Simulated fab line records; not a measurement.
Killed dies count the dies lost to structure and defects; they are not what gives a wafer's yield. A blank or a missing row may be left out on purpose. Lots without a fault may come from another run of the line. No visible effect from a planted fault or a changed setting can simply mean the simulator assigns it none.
Comparing a struck lot with a sound one ; flow sfq line ; 14 out of 325 route steps
Sound: the wafers L306.1, L306.3, L306.6. Struck: wafer L314.1. (L314.4 of the same lot was not struck and is left out.) The cause comes at the end.
For every step that has rows: the tool of each side, followed by ch and its chambers, followed by its first start. Under that, the readings that differ: sound wafers ; struck wafers ; difference of the means ; sigmas: that difference in standard deviations of wafers without a fault.
alike: same words and numbers on both sides, and readings whose means sit less than 2 such deviations apart. not compared: any withheld reading, any reading some wafer has no value for, any bound like >300 that may hide the same value, and any number with overlapping values for which the record gives no deviation.
The two part at a step that has a row with sigmas, a row that says differs or no value, or rows on one side only. When numbers do not overlap yet have no deviation, they are printed without sigmas and do not part them. Lack of a reading on every wafer of one side parts them only where that side has two or more wafers.

SFQ_TRILAYER_JJ_CE_ETCH_RIE_118: chemistry SF6, target Nb, stops on Al2O3, time 97.7 s, target depth 170 nm.
  sound on rie metal-02 ch 0,1, day 56 09:19; struck on rie metal-04 ch 0, day 59 06:35
  alike: drypump motor current A, oes product au, rf fwd power W
  not compared: rf hours counter h
next, for these wafers, 1 step has no rows: SFQ_TRILAYER_JJ_ANODIZE_ANODIZE_119.
SFQ_TRILAYER_JJ_CE_STRIP_STRIP_120: strips in O2.
  sound on rie metal-04 ch 1, day 56 09:55; struck on rie metal-01 ch 0, day 59 07:12
  alike: drypump motor current A, oes product au
  not compared: rf hours counter h
then, 7 steps without rows for these wafers: SFQ_TRILAYER_JJ_CE_STRIP_SOLV_CLEAN_121 (cleans in NMP, time 600 s); SFQ_TRILAYER_M5_LITHO_COAT_128 (resist thk 62 nm); SFQ_TRILAYER_M5_LITHO_COAT_123 (resist thk 600 nm); SFQ_TRILAYER_M5_LITHO_SOFTBAKE_127; SFQ_TRILAYER_M5_LITHO_EXPOSE_124 (exposes mask M5, target cd 700 nm); SFQ_TRILAYER_M5_LITHO_PEB_126 (peb time 60 s); SFQ_TRILAYER_M5_LITHO_DEVELOP_125 (time 60 s).
-- the record jumps here: 5 days lie between the struck wafers' starts before and after --
SFQ_M5_OVL_MEAS_932:
  sound on overlay-02 at day 60 17:29; struck on overlay-02 at day 64 05:27
  alike: M5_OVL
SFQ_TRILAYER_M5_BARC_OPEN_METAL_ETCH_161: etches BARC in O2, target depth 125 nm, time 41.7 s.
  sound on rie metal-04 ch 0,1, day 60 17:31; struck on rie metal-04 ch 0, day 64 05:29
  alike: drypump motor current A, oes product au, rf fwd power W
  not compared: rf hours counter h
SFQ_TRILAYER_M5_ETCH_METAL_ETCH_126: etches Nb in Cl2/BCl3, stops on SiO2, time 203.2 s, target depth 265 nm.
  sound on rie metal-04 ch 0,1, day 60 17:35; struck on rie metal-04 ch 0, day 64 05:33
reading;sound;struck;difference;sigmas
model.KrF_of_TRILAYER_M5_LITHO_COAT_123.thk nm (nm);367.9 363.2 364.6;420.6;+55.4;
model.SiO2_of_TRILAYER_I4_DEP_PECVD_099.thk nm (nm);178.2 179.7 179;184.3;+5.3;
model.M5.feature depth nm (nm);163.3 164.8 164.6;160.2;-4.0;
  alike: drypump motor current A, oes product au, rf fwd power W
  not compared: rf hours counter h
SFQ_TRILAYER_M5_STRIP_STRIP_127: strips in O2.
  sound on rie metal-04 ch 0,1, day 60 17:47; struck on rie metal-04 ch 0, day 64 05:44
  alike: drypump motor current A, oes product au
  not compared: rf hours counter h

## WHERE THEY PART
Nowhere in this record.

WHY: whatever the simulator had introduced
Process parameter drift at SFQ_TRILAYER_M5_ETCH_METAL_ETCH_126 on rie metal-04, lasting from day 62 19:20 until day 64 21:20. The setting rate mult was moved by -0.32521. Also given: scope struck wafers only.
